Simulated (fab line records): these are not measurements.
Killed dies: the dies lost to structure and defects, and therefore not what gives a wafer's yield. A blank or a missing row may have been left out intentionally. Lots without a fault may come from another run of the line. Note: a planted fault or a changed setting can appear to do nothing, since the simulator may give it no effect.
The tool behind it: which one?	flow gf180mcu	14 lots with 42 wafers sampled at 3 steps, on a route of 602 steps

## WHAT EACH GAUGE READ, for each wafer
GF_V4_OVL_MEAS_15.
lot	measured	on	V4_OVL (nm)
L542	day 24 10:10	overlay-01	-8 -4 -10
L545	day 25 11:38	overlay-02	1 -5 7
L547	day 26 00:53	overlay-01	4 -2 -7
L548	day 26 10:03	overlay-02	0 -1 9
L549	day 26 18:38	overlay-02	9 -2 -5
L550	day 27 05:23	overlay-02	-7 2 -7
L551	day 27 06:41	overlay-02	3 1 6
L552	day 27 19:09	overlay-02	- - -
L554	day 28 08:51	overlay-01	- - -
L556	day 28 23:29	overlay-01	3 1 15
L558	day 29 09:11	overlay-01	1 5 9
L560	day 30 01:54	overlay-01	6 7 10
L562	day 30 10:14	overlay-02	-4 1 -8
L563	day 30 15:56	overlay-01	2 9 5

## WHAT TOOL EACH LOT RAN ON (gives the tool, then ch and the chambers of the sampled wafers, and finally the start)
lot	GF_M4_SPUTTER_01	GF_V4_PEB_12
L542	pvd sputter-04, day 22 10:46	litho track-03 ch 0, day 24 09:41
L545	pvd sputter-04, day 23 14:40	litho track-04 ch 0, day 25 11:10
L547	pvd sputter-04, day 24 05:58	litho track-04 ch 0, day 26 00:25
L548	pvd sputter-03, day 24 14:23	litho track-01 ch 0, day 26 09:36
L549	pvd sputter-03, day 24 23:38	litho track-04 ch 0, day 26 18:10
L550	pvd sputter-03, day 25 09:46	litho track-03 ch 0, day 27 04:59
L551	pvd sputter-02, day 25 11:51	litho track-01 ch 0, day 27 06:13
L552	pvd sputter-04, day 26 00:34	litho track-01, day 27 18:44
L554	pvd sputter-03, day 26 13:47	litho track-01, day 28 08:24
L556	pvd sputter-02, day 27 06:40	litho track-03 ch 0, day 28 23:01
L558	pvd sputter-02, day 27 16:37	litho track-01 ch 0, day 29 08:43
L560	pvd sputter-02, day 28 09:28	litho track-04 ch 0, day 30 01:28
L562	pvd sputter-03, day 28 19:27	litho track-03 ch 0, day 30 09:47
L563	pvd sputter-03, day 29 01:13	litho track-01 ch 0, day 30 15:28
- GF_M4_SPUTTER_01: material TiN, target thk 30 nm, time 25 s.
- GF_V4_PEB_12: peb time 90 s.

## AS READ BY THE TOOLS THEMSELVES (means over the sampled wafers that have a number; for cases with no such wafer, the mark the record gives instead)
GF_M4_SPUTTER_01.
lot	tool	throttle valve pct (%)
L542	pvd sputter-04	31.0
L545	pvd sputter-04	31.3
L547	pvd sputter-04	31.8
L548	pvd sputter-03	30.4
L549	pvd sputter-03	30.3
L550	pvd sputter-03	30.1
L551	pvd sputter-02	31.1
L552	pvd sputter-04	30.6
L554	pvd sputter-03	30.4
L556	pvd sputter-02	31.0
L558	pvd sputter-02	29.5
L560	pvd sputter-02	30.9
L562	pvd sputter-03	30.3
L563	pvd sputter-03	30.0

GF_V4_PEB_12.
lot	tool	chill plate temp C (C)	exhaust pa (Pa)	resist line temp C (C)
L542	litho track-03	23.15	44.4	23.04
L545	litho track-04	23.06	44.1	23.07
L547	litho track-04	22.90	44.4	23.00
L548	litho track-01	23.01	44.9	22.96
L549	litho track-04	23.10	44.6	23.16
L550	litho track-03	22.98	45.6	22.93
L551	litho track-01	22.86	45.8	22.96
L552	litho track-01	-	-	-
L554	litho track-01	-	-	-
L556	litho track-03	22.93	44.0	22.99
L558	litho track-01	23.11	44.4	22.81
L560	litho track-04	23.12	45.4	22.92
L562	litho track-03	23.00	44.2	22.88
L563	litho track-01	23.05	45.3	22.94

## THE ANSWER, worked out from the rows above alone
Rule: the usual values come from the lots themselves. Put in order of their means at a reading, lots are off if they are a third of the lots or fewer, leave a main group of 4 or more, and stand apart from it by a gap of 3 or more times the standard deviation of the main group's means; of several such gaps the widest counts. A main group is skipped when, at the precision printed for the reading in the tables above, its means are all equal. Also off: a lot with no number at a reading for which 4 or more lots have one. Any other lot the step has rows for is counted as sound. After the gauges, taken in route order, come the tools' own readings; for these a lot's mean is taken, as printed above. The first step at which some lot is off is used, and at that step the reading that is off furthest; a lot without a number counts as furthest.
Off: L552, L554, seen at GF_V4_OVL_MEAS_15 (V4_OVL). Without a number there: L552, L554. The main group has a mean of 1 nm with a standard deviation of 4.5.
If a tool, at a process step before that reading, ran all the lots that are off and no sound lot after the first of them, it fits. The gauges at GF_V4_OVL_MEAS_15 aren't tried: what is off there is off at GF_V4_PEB_12 too, on other tools, and a gauge's error can't cause that. Not one of the candidates tried fits.

## WHAT THE SIMULATOR HAD INSERTED
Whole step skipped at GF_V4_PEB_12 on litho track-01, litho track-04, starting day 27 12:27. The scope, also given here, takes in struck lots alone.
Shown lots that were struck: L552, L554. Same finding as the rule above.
